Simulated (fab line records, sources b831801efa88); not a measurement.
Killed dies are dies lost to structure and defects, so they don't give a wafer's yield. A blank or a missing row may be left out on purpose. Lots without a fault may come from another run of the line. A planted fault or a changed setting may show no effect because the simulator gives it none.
Which tool did it? | flow sky130 | 11 lots, 33 wafers sampled, at 3 steps of a route of 708

WHAT THE GAUGES READ, wafer by wafer
SKY_METAL3_OVL_MEAS_14.
lot  | measured     | on         | METAL3_OVL (nm)
L293 | day 38 07:28 | overlay-01 | 3 4 2
L294 | day 39 10:00 | overlay-01 | -2 -8 -9
L299 | day 40 14:28 | overlay-01 | 1 1 2
L301 | day 41 01:34 | overlay-01 | 1 -14 -3
L302 | day 41 12:07 | overlay-01 | -1 0 -6
L303 | day 41 19:35 | overlay-01 | -2 -1 -8
L304 | day 42 04:55 | overlay-01 | -1 -1 3
L305 | day 42 13:55 | overlay-02 | 5 -5 -2
L312 | day 44 09:28 | overlay-02 | -9 -9 -12
L314 | day 44 12:17 | overlay-02 | 9 -2 5
L316 | day 45 03:45 | overlay-02 | -1 1 -9

WHICH TOOL RAN EACH LOT (tool, then ch and the chambers of the sampled wafers, then the start)
lot  | SKY_METAL3_SPUTTER_04        | SKY_CAPM_METAL_ETCH_13
L293 | pvd_sputter-01, day 36 02:56 | rie_metal-04 ch 0,1, day 37 05:11
L294 | pvd_sputter-04, day 37 06:13 | rie_metal-04 ch 0,1, day 38 08:16
L299 | pvd_sputter-04, day 38 11:49 | rie_metal-04 ch 0,1, day 39 12:43
L301 | pvd_sputter-04, day 38 23:26 | rie_metal-02 ch 0,1, day 40 00:41
L302 | pvd_sputter-01, day 39 11:08 | rie_metal-01 ch 0,1, day 40 12:08
L303 | pvd_sputter-04, day 39 17:58 | rie_metal-04 ch 1, day 40 18:59
L304 | pvd_sputter-01, day 40 04:07 | rie_metal-02 ch 0,1, day 41 04:44
L305 | pvd_sputter-01, day 40 12:32 | rie_metal-04 ch 0,1, day 41 12:41
L312 | pvd_sputter-01, day 42 11:19 | rie_metal-04 ch 0, day 43 10:46
L314 | pvd_sputter-04, day 42 13:29 | rie_metal-01 ch 1, day 43 12:58
L316 | pvd_sputter-03, day 43 06:21 | rie_metal-02 ch 0,1, day 44 04:46
- SKY_METAL3_SPUTTER_04: material TiN, target thk 70 nm, time 58.3 s.
- SKY_CAPM_METAL_ETCH_13: etches TiN in Cl2/BCl3, stops on SiO2, target depth 220 nm, time 62.9 s.

WHAT THE TOOLS THEMSELVES READ (means of the sampled wafers that have a number; where no wafer has one, the mark that the record gives instead)
SKY_METAL3_SPUTTER_04.
lot  | tool           | throttle_valve_pct (%)
L293 | pvd_sputter-01 | 30.2
L294 | pvd_sputter-04 | 30.6
L299 | pvd_sputter-04 | 30.1
L301 | pvd_sputter-04 | 30.7
L302 | pvd_sputter-01 | 29.3
L303 | pvd_sputter-04 | 30.3
L304 | pvd_sputter-01 | 29.5
L305 | pvd_sputter-01 | 30.3
L312 | pvd_sputter-01 | 30.3
L314 | pvd_sputter-04 | 30.1
L316 | pvd_sputter-03 | 29.9

SKY_CAPM_METAL_ETCH_13.
lot  | tool         | drypump_motor_current_A (A) | oes_product_au (a.u.) | throttle_valve_pct (%)
L293 | rie_metal-04 | 5.6                         | 0.939                 | 21.911
L294 | rie_metal-04 | 5.6                         | 0.948                 | 21.903
L299 | rie_metal-04 | 6.0                         | 0.940                 | 21.903
L301 | rie_metal-02 | 5.3                         | 0.943                 | 21.897
L302 | rie_metal-01 | 5.2                         | 0.937                 | 21.900
L303 | rie_metal-04 | 5.3                         | 0.934                 | 21.916
L304 | rie_metal-02 | 5.3                         | 0.938                 | 21.905
L305 | rie_metal-04 | 6.0                         | 0.949                 | 21.900
L312 | rie_metal-04 | 6.3                         | 0.948                 | 21.893
L314 | rie_metal-01 | 4.9                         | 0.943                 | 21.899
L316 | rie_metal-02 | 5.3                         | 0.944                 | 21.895

THE ANSWER, worked out from the rows above alone
Rule: what is usual is taken from the lots themselves. Put in order of their means at a reading, lots are off if they are a third of the lots or fewer, leave a main group of 4 or more, and stand apart from it by a gap of 3 or more times the standard deviation of the main group's means; of several such gaps the widest counts. A main group whose means are all the same, to the digits that the tables above print for the reading, isn't used. A lot without any number at a reading at which 4 lots or more have one is off too. The other lots that the step has rows for count as sound. The gauges are gone through in route order, then the tools' own readings, and for those a lot's mean is taken as printed above. The first step at which some lot is off is used, and at that step the reading that is off furthest; a lot without a number counts as furthest.
No lot is off at any reading shown: from this, nothing can be told.

WHAT THE SIMULATOR HAD PUT IN
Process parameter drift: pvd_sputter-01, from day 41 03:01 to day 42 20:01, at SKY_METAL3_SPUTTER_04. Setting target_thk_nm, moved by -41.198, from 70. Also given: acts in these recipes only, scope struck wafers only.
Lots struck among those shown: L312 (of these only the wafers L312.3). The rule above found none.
